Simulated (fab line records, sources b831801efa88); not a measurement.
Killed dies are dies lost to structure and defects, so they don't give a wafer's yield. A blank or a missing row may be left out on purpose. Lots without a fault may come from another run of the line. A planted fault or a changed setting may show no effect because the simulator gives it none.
A struck lot beside a sound one | flow gf180mcu | 15 steps out of a route of 602
Sound: wafers L773.1, L773.5, L773.6. Struck: wafer L777.4. (L777.2, L777.5 of the same lot were not struck and are left out.) The cause comes at the end.
At each step with rows: each side's tool, then ch and its chambers, then its first start. Under that, the readings that differ: sound wafers | struck wafers | difference of the means | sigmas: that difference in standard deviations of wafers without a fault.
alike: readings whose means differ by less than 2 such deviations, and words and numbers that are the same on both sides. not compared: withheld readings, readings that some wafer has no value for, bounds like >300 that may hide the same value, and numbers for which the record gives no deviation and whose values overlap.
The two part at a step that has a row with sigmas, a row that says differs or no value, or rows on one side only. Numbers that don't overlap but have no deviation are shown without sigmas and don't part them. A reading that every wafer of one side lacks parts them only if that side has two wafers or more.

GF_V3_OVL_MEAS_15:
  sound on overlay-02, day 25 08:47; struck on overlay-02, day 26 10:04
  alike: V3_OVL
then, 1 step without rows for these wafers: GF_V3_ETCH_16 (etches BARC in N2/H2).
GF_V3_ETCH_17: etches SiO2 in C4F8/O2/Ar, stops on TiN, target depth 635 nm.
  sound on rie_diel-03 ch 0,1,2; struck on rie_diel-01 ch 2
  alike: oes_product_au, rf_fwd_power_W
GF_V3_STRIP_18: strips in O2/N2.
  sound on plasma_asher-02 ch 0,1, day 25 08:57; struck on plasma_asher-02 ch 0, day 26 10:14
  alike: drypump_motor_current_A, heater_power_w, oes_product_au
  not compared: rf_hours_counter_h
then, 2 steps without rows for these wafers: GF_V3_STRIP_19 (strips in post etch residue remover, time 1200 s); GF_V3_CLEAN_20 (cleans in DIW).
GF_V3_SPUTTER_21: material Ti, target thk 15 nm, time 80.02 s.
  sound on pvd_sputter-01, day 25 09:29; struck on pvd_sputter-01, day 26 10:46
  alike: cathode_dc_power_W, throttle_valve_pct
GF_V3_SPUTTER_22: material TiN, target thk 10 nm, time 40 s.
  sound on pvd_sputter-01, day 25 09:32; struck on pvd_sputter-01, day 26 10:50
  alike: cathode_dc_power_W, throttle_valve_pct
GF_V3_CVD_23: deposits W, target thk 350 nm, time 104.9 s.
  sound on cvd_w-02 ch 0,1, day 25 09:35; struck on cvd_w-02 ch 0, day 26 10:52
  alike: heater_power_w
GF_V3_RS_MEAS_24: measures by four-point-probe.
  sound on film_metro-01, day 25 09:41; struck on film_metro-02, day 26 11:00
  alike: V3_W_RS
GF_V3_THK_MEAS_25: measures by xrf.
  sound on film_metro-01, day 25 09:49; struck on film_metro-02, day 26 11:07
  alike: V3_W_THK
then, 1 step without rows for these wafers: GF_V3_CMP_26 (polishes, stops on SiO2, t overpolish 15 s, target thk 0 nm).
GF_M4_SPUTTER_00: material Ti, target thk 37.5 nm, time 150 s.
  sound on pvd_sputter-02, day 25 10:10; struck on pvd_sputter-02, day 26 11:28
  reading                               | sound             | struck | difference | sigmas
  model.Ti_of_M4_SPUTTER_00.thk_nm (nm) | 37.59 37.15 37.46 | 25.57  | -11.83     |
  alike: cathode_dc_power_W, throttle_valve_pct
then, 1 step without rows for these wafers: GF_M4_SPUTTER_01 (material TiN, target thk 30 nm, time 25 s).
GF_PASSIVATION_PROBE_99:
  the record has rows for the sound wafers here (prober-02, day 31 15:25) and none for the struck ones

WHERE THEY PART
Only at GF_PASSIVATION_PROBE_99, within this record.

WHY: what the simulator had put in
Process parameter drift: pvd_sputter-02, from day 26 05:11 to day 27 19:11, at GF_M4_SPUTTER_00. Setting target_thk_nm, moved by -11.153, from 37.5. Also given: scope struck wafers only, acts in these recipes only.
